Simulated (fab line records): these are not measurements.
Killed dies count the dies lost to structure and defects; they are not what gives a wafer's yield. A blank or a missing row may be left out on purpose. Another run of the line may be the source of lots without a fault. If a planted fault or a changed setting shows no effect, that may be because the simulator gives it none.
Which of the tools did it? | flow sky130 | 39 wafers from 13 lots sampled at 2 of the route's 708 steps

== WHAT THE GAUGES SHOWED, per wafer ==
SKY_SONOS_ONO_THK_MEAS_01. Usual: SONOS_ONO_OXIDATION_THK gives 2.62 nm (standard deviation 0.049).
lot  | measured     | on           | SONOS_ONO_OXIDATION_THK (nm) | flag
L696 | day 11 09:49 | filmMetro-03 | 2.48 2.47 2.55               | 
L697 | day 11 21:47 | filmMetro-02 | 2.56 2.62 2.65               | 
L698 | day 12 00:37 | filmMetro-03 | 2.50 2.57 2.61               | 
L699 | day 12 04:17 | filmMetro-02 | 2.55 2.56 2.67               | 
L700 | day 13 10:31 | filmMetro-02 | 2.54 2.54 2.65               | 
L701 | day 14 02:53 | filmMetro-04 | 2.64 2.57 2.64               | 
L704 | day 14 14:56 | filmMetro-02 | 3.69 3.73 3.74               | OFF
L705 | day 15 00:07 | filmMetro-04 | 3.61 3.69 3.63               | OFF
L707 | day 15 04:49 | filmMetro-02 | 2.62 2.61 2.54               | 
L706 | day 15 09:31 | filmMetro-03 | 3.68 3.69 3.64               | OFF
L717 | day 18 16:27 | filmMetro-04 | 2.55 2.60 2.59               | 
L718 | day 18 16:27 | filmMetro-02 | 2.49 2.59 2.58               | 
L719 | day 19 02:20 | filmMetro-03 | 2.60 2.67 2.71               | 

== TOOL THAT RAN EACH LOT (tool first, then ch and the chambers of the sampled wafers, then the start) ==
lot  | SKY_SONOS_ONO_OXIDATION_00
L696 | furnace-02 ch 0, day 11 08:27
L697 | furnace-02 ch 0, day 11 20:27
L698 | furnace-01 ch 0, day 11 23:15
L699 | furnace-02 ch 0, day 12 02:57
L700 | furnace-01 ch 0, day 13 09:08
L701 | furnace-01 ch 0, day 14 01:31
L704 | furnace-01 ch 0, day 14 13:35
L705 | furnace-01 ch 0, day 14 22:45
L707 | furnace-02 ch 0, day 15 03:27
L706 | furnace-01 ch 0, day 15 08:10
L717 | furnace-01 ch 0, day 18 15:05
L718 | furnace-01 ch 0, day 18 15:05
L719 | furnace-01 ch 0, day 19 00:59
- SKY_SONOS_ONO_OXIDATION_00: stabilise 600 s, purge 300 s, target thk 2.6 nm.

== WHAT THE TOOLS THEMSELVES READ (means of the sampled wafers that have a number; where no wafer has one, the mark that the record gives instead) ==
SKY_SONOS_ONO_OXIDATION_00. Usual: value, then standard deviation, for each; spikeTcBottomC 818.3 C / 2.3; spikeTcCentreC 801.4 C / 1.2; spikeTcLowerC 801.1 C / 1.2; spikeTcTopC 812.9 C / 1.5; spikeTcUpperC 799.9 C / 1; tubeCenterTempC 799.99 C / 0.066; tube_center_temp_C_max 802.0 / 0.34.
lot  | tool       | spikeTcBottomC (C) | spikeTcCentreC (C) | spikeTcLowerC (C) | spikeTcTopC (C) | spikeTcUpperC (C) | tubeCenterTempC (C) | tube_center_temp_C_max | flag
L696 | furnace-02 | 815.6              | 799.7              | 799.8             | 812.1           | 799.5             | 799.96              | 801.9                  | 
L697 | furnace-02 | 814.5              | 799.5              | 801.0             | 811.3           | 799.2             | 799.95              | 802.3                  | 
L698 | furnace-01 | 819.5              | 801.9              | 800.9             | 812.9           | 800.2             | 799.95              | 802.1                  | 
L699 | furnace-02 | 814.6              | 799.5              | 800.9             | 810.8           | 799.0             | 799.98              | 802.2                  | 
L700 | furnace-01 | 819.2              | 802.9              | 801.6             | 813.5           | 800.6             | 799.97              | 801.7                  | 
L701 | furnace-01 | 819.6              | 802.0              | 800.6             | 814.2           | 800.3             | 800.00              | 802.1                  | 
L704 | furnace-01 | 844.5              | 826.2              | 825.5             | 838.6           | 823.9             | 824.71              | 826.9                  | OFF
L705 | furnace-01 | 844.6              | 827.0              | 825.3             | 838.5           | 825.1             | 824.65              | 826.7                  | OFF
L707 | furnace-02 | 815.7              | 800.5              | 799.7             | 811.1           | 799.2             | 800.02              | 801.9                  | 
L706 | furnace-01 | 843.2              | 826.8              | 826.5             | 837.5           | 824.4             | 824.63              | 826.5                  | OFF
L717 | furnace-01 | 819.7              | 801.7              | 800.8             | 813.7           | 800.5             | 799.99              | 802.0                  | 
L718 | furnace-01 | 820.7              | 801.9              | 801.5             | 813.4           | 800.4             | 799.97              | 802.3                  | 
L719 | furnace-01 | 820.2              | 801.3              | 800.6             | 813.5           | 801.5             | 799.95              | 802.2                  | 

== THE ANSWER, worked out from the rows above alone ==
Rule: take the mean of a lot's wafers that have a number; if it is more than 3 standard deviations from the usual mean, the lot is off. A lot without any number at a reading at which 4 lots or more have one is off too. All remaining lots with rows at the step are treated as sound. The gauges are gone through in route order, then the tools' own readings, and for those a lot's mean is taken as printed above. The first step at which some lot is off is used, and at that step the reading that is off furthest; a lot without a number counts as furthest.
Off: at SKY_SONOS_ONO_THK_MEAS_01 (SONOS_ONO_OXIDATION_THK), L704, L705, L706.
A tool fits if, at a process step before that reading, it ran every lot that is off, and no sound lot after the first of them. Not tried: the gauges at SKY_SONOS_ONO_THK_MEAS_01; whatever is off there is also off at SKY_SONOS_ONO_OXIDATION_00, on other tools, and gauge error can't account for it. None of those tried fits.

== WHAT WAS PUT IN BY THE SIMULATOR ==
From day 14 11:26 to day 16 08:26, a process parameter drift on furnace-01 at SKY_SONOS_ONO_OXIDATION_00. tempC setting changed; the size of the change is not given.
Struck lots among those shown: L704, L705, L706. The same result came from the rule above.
